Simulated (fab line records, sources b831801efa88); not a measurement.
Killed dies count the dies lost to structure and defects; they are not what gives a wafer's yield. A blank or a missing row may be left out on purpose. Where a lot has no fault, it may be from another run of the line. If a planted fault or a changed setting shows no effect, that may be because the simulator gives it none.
A lot that was struck, set against a sound lot	flow sky130	15 steps out of a route of 708
Sound: these wafers, L881.1, L881.2, L881.6. Struck: wafers L890.2, L890.4, L890.5. The cause is given at the end.
Order at every step that has rows: each side's tool, ch and its chambers, its first start. Under that, the readings that differ: sound wafers	struck wafers	difference of the means	sigmas: that difference in standard deviations of wafers without a fault.
alike: same words and numbers on both sides, and readings whose means sit less than 2 such deviations apart. not compared: any withheld reading, any reading some wafer has no value for, any bound like >300 that may hide the same value, and any number with overlapping values for which the record gives no deviation.
A row with sigmas, a row that says differs or no value, or rows on one side alone: a step with any of these is where the two part. Numbers that don't overlap but have no deviation are shown without sigmas and don't part them. A reading that every wafer of one side lacks parts them only if that side has two wafers or more.

first, 1 step without rows for these wafers: SKY_VT_ADJUST_NCORE_IMPLANT_09.
SKY_VT_ADJUST_NCORE_STRIP_10: strips in O2/N2.
  sound on plasmaAsher-04 ch 0,1, day 9 19:27; struck on plasmaAsher-03 ch 0,1, day 12 04:21
reading	sound	struck	difference	sigmas
drypumpMotorCurrentA (A)	5.6 5.7 5.6	4.8 5.2 4.9	-0.7	-2
  alike: chamberPressureMTorr, oesProductAu, stripTimeToEndpointS
  not compared: rfHoursCounterH
SKY_VT_ADJUST_NCORE_TW_MEAS_11:
  sound on filmMetro-03 at day 9 19:33; struck on filmMetro-01 at day 12 04:28
  alike: VT_ADJUST_NCORE_TW
then, 7 steps without rows for these wafers: SKY_VT_ADJUST_HVTR_DEHYDRATE_00 (time 60 s); SKY_VT_ADJUST_HVTR_HMDS_01 (prime time 60 s); SKY_VT_ADJUST_HVTR_COAT_02 (resist thk 1140 nm); SKY_VT_ADJUST_HVTR_SOFTBAKE_03 (time 60 s); SKY_VT_ADJUST_HVTR_EXPOSE_04 (exposes mask HVTRM, target cd 380 nm); SKY_VT_ADJUST_HVTR_PEB_05; SKY_VT_ADJUST_HVTR_DEVELOP_06 (develop time 60 s).
SKY_VT_ADJUST_HVTR_CD_MEAS_07 targets a cd of 380 nm.
  sound on cdSem-01 at day 10 17:06; struck on cdSem-01 at day 13 04:58
  alike: cdNm
SKY_VT_ADJUST_HVTR_OVL_MEAS_08:
  sound on overlay-02 at day 10 17:13; struck on overlay-01 at day 13 05:04
  alike: VT_ADJUST_HVTR_OVL
SKY_VT_ADJUST_HVTR_IMPLANT_09:
  struck on implanter-02, day 13 05:08; sound on implanter-02 ch 0, day 10 17:15
  no value came back on the struck wafers for beamEnergyKeV, beamOnS (s); on the sound wafers beamEnergyKeV reads 9.998 9.999 10.001
SKY_VT_ADJUST_HVTR_STRIP_10: strips in O2/N2.
  sound on plasmaAsher-04 ch 0,1, day 10 17:24; struck on plasmaAsher-01 ch 0,1, day 13 05:15
  alike: chamberPressureMTorr, drypumpMotorCurrentA, oesProductAu, stripTimeToEndpointS
  not compared: rfHoursCounterH
SKY_VT_ADJUST_HVTR_TW_MEAS_11:
  sound on filmMetro-04 at day 10 17:30; struck on filmMetro-04 at day 13 05:22
reading	sound	struck	difference	sigmas
VT_ADJUST_HVTR_TW	210.0 210.2 209.1	29.7 29.7 29.8	-180.0	-99 or more

## WHERE THEY PART
At SKY_VT_ADJUST_NCORE_STRIP_10 first; at SKY_VT_ADJUST_HVTR_TW_MEAS_11 last (within this record only).

WHY: what the simulator had put in
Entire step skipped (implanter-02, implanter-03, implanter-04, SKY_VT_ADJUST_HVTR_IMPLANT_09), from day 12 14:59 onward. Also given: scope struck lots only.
